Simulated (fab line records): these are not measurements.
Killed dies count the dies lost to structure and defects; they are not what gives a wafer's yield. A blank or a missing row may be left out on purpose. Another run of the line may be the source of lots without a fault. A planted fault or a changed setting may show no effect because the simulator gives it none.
Which tool was responsible? ; flow sky130 ; Sampling: 12 lots, 36 wafers, 4 of 708 route steps

WHAT THE GAUGES READ, wafer by wafer
SKY_PASSIVATION_THK_MEAS_03. Usual: PASSIVATION_CVD_02_THK typically reads 540 nm, with standard deviation 6.2.
lot;measured;on;PASSIVATION_CVD_02_THK (nm);flag
L464;day 44 03:50;film-metro-03;530 535 542;
L465;day 44 11:55;film-metro-04;532 539 548;
L466;day 45 01:59;film-metro-01;538 536 551;
L468;day 45 08:10;film-metro-01;538 538 541;
L469;day 45 14:32;film-metro-01;539 543 545;
L470;day 45 22:07;film-metro-01;536 545 542;
L471;day 46 01:20;film-metro-01;530 540 540;
L473;day 46 14:27;film-metro-04;539 535 541;
L474;day 47 02:03;film-metro-03;536 549 551;
L475;day 47 06:02;film-metro-01;534 539 544;
L476;day 47 21:14;film-metro-01;538 545 542;
L484;day 49 05:11;film-metro-01;546 553 549;

EACH LOT AND THE TOOL THAT RAN IT (in order: tool; ch and the chambers of the sampled wafers; start)
lot;SKY_VIA3_ETCH_15;SKY_METAL5_DESCUM_14;SKY_PASSIVATION_CVD_02
L464;rie-diel-04 ch 0,2,3, day 39 23:10;rie-metal-03 ch 0,1, day 44 02:37;pecvd-03 ch 0,1,2, day 44 03:36
L465;rie-diel-01 ch 1,2, day 40 06:58;rie-metal-03 ch 0,1, day 44 10:43;pecvd-02 ch 1,2, day 44 11:41
L466;rie-diel-04 ch 0,1,3, day 40 22:34;rie-metal-02 ch 0,1, day 45 00:46;pecvd-04 ch 0,1,2, day 45 01:45
L468;rie-diel-01 ch 0,1,3, day 41 05:19;rie-metal-01 ch 0,1, day 45 06:59;pecvd-02 ch 0,2, day 45 07:56
L469;rie-diel-04 ch 0,1,2, day 41 11:28;rie-metal-02 ch 0,1, day 45 12:47;pecvd-03 ch 0,1,2, day 45 14:17
L470;rie-diel-04 ch 1,2,3, day 41 21:53;rie-metal-03 ch 0,1, day 45 20:52;pecvd-03 ch 0,1,2, day 45 21:53
L471;rie-diel-01 ch 1,2, day 41 23:34;rie-metal-03 ch 0,1, day 46 00:04;pecvd-03 ch 0,2, day 46 01:07
L473;rie-diel-04 ch 1,3, day 42 18:10;rie-metal-02 ch 0,1, day 46 13:14;pecvd-03 ch 1,2, day 46 14:14
L474;rie-diel-04 ch 0,2, day 43 05:02;rie-metal-02 ch 0,1, day 47 00:47;pecvd-03 ch 0,2, day 47 01:46
L475;rie-diel-04 ch 1,2, day 43 06:25;rie-metal-02 ch 0,1, day 47 04:49;pecvd-02 ch 0,2, day 47 05:48
L476;rie-diel-04 ch 0,2,3, day 44 01:11;rie-metal-02 ch 0,1, day 47 20:04;pecvd-03 ch 1,2, day 47 20:59
L484;rie-diel-04 ch 0,1, day 45 14:25;rie-metal-03 ch 0,1, day 49 03:55;pecvd-03 ch 0,1,2, day 49 04:57
- SKY_VIA3_ETCH_15: etches SiO2 in C4F8/O2/Ar, stops on TiN, target depth 507 nm, time 78 s.
- SKY_METAL5_DESCUM_14: chemistry O2, time 11 s.
- SKY_PASSIVATION_CVD_02: deposits Si3N4, target thk 540 nm.

WHAT THE TOOLS THEMSELVES READ (means of the sampled wafers that have a number; where no wafer has one, the mark that the record gives instead)
SKY_VIA3_ETCH_15. Usual: chamber-pressure-mTorr 40.00 mTorr, standard deviation 0.04; oes-product-au 0.945 a.u., standard deviation 0.0048.
lot;tool;chamber-pressure-mTorr (mTorr);oes-product-au (a.u.);flag
L464;rie-diel-04;39.96;0.948;
L465;rie-diel-01;40.01;0.945;
L466;rie-diel-04;40.02;0.940;
L468;rie-diel-01;40.00;0.944;
L469;rie-diel-04;40.00;0.951;
L470;rie-diel-04;40.00;0.947;
L471;rie-diel-01;40.00;0.945;
L473;rie-diel-04;40.00;0.945;
L474;rie-diel-04;39.99;0.945;
L475;rie-diel-04;39.96;0.941;
L476;rie-diel-04;40.00;0.942;
L484;rie-diel-04;40.01;0.950;

SKY_METAL5_DESCUM_14. Usual: chamber-pressure-mTorr 9.999 mTorr, standard deviation 0.0086; drypump-motor-current-A 5.9 A, standard deviation 0.58; oes-product-au 1.000 a.u., standard deviation 0.0081.
lot;tool;chamber-pressure-mTorr (mTorr);drypump-motor-current-A (A);oes-product-au (a.u.);flag
L464;rie-metal-03;9.995;6.2;1.000;
L465;rie-metal-03;9.996;5.7;1.005;
L466;rie-metal-02;9.999;6.0;1.007;
L468;rie-metal-01;9.991;6.0;0.989;
L469;rie-metal-02;9.993;5.8;0.997;
L470;rie-metal-03;10.001;5.6;1.002;
L471;rie-metal-03;10.000;6.2;0.993;
L473;rie-metal-02;10.006;5.8;1.002;
L474;rie-metal-02;9.997;6.1;1.006;
L475;rie-metal-02;10.005;5.8;1.001;
L476;rie-metal-02;10.006;6.0;1.008;
L484;rie-metal-03;9.993;5.6;1.000;

SKY_PASSIVATION_CVD_02. Usual: heater-power-w 753 W, standard deviation 94.
lot;tool;heater-power-w (W);flag
L464;pecvd-03;884;
L465;pecvd-02;674;
L466;pecvd-04;711;
L468;pecvd-02;694;
L469;pecvd-03;825;
L470;pecvd-03;778;
L471;pecvd-03;772;
L473;pecvd-03;826;
L474;pecvd-03;784;
L475;pecvd-02;634;
L476;pecvd-03;825;
L484;pecvd-03;857;

THE ANSWER, worked out from the rows above alone
Rule: take the mean of a lot's wafers that have a number; if it is more than 3 standard deviations from the usual mean, the lot is off. Also off: a lot with no number at a reading for which 4 or more lots have one. All remaining lots with rows at the step are treated as sound. First the gauges in route order, then the tools' own readings, where a lot's mean is used as printed above. At the first step where some lot is off, the reading lying furthest off is the one used; lots without a number count as furthest.
No lot is off at any reading shown: from this, nothing can be told.

WHAT THE SIMULATOR HAD PUT IN
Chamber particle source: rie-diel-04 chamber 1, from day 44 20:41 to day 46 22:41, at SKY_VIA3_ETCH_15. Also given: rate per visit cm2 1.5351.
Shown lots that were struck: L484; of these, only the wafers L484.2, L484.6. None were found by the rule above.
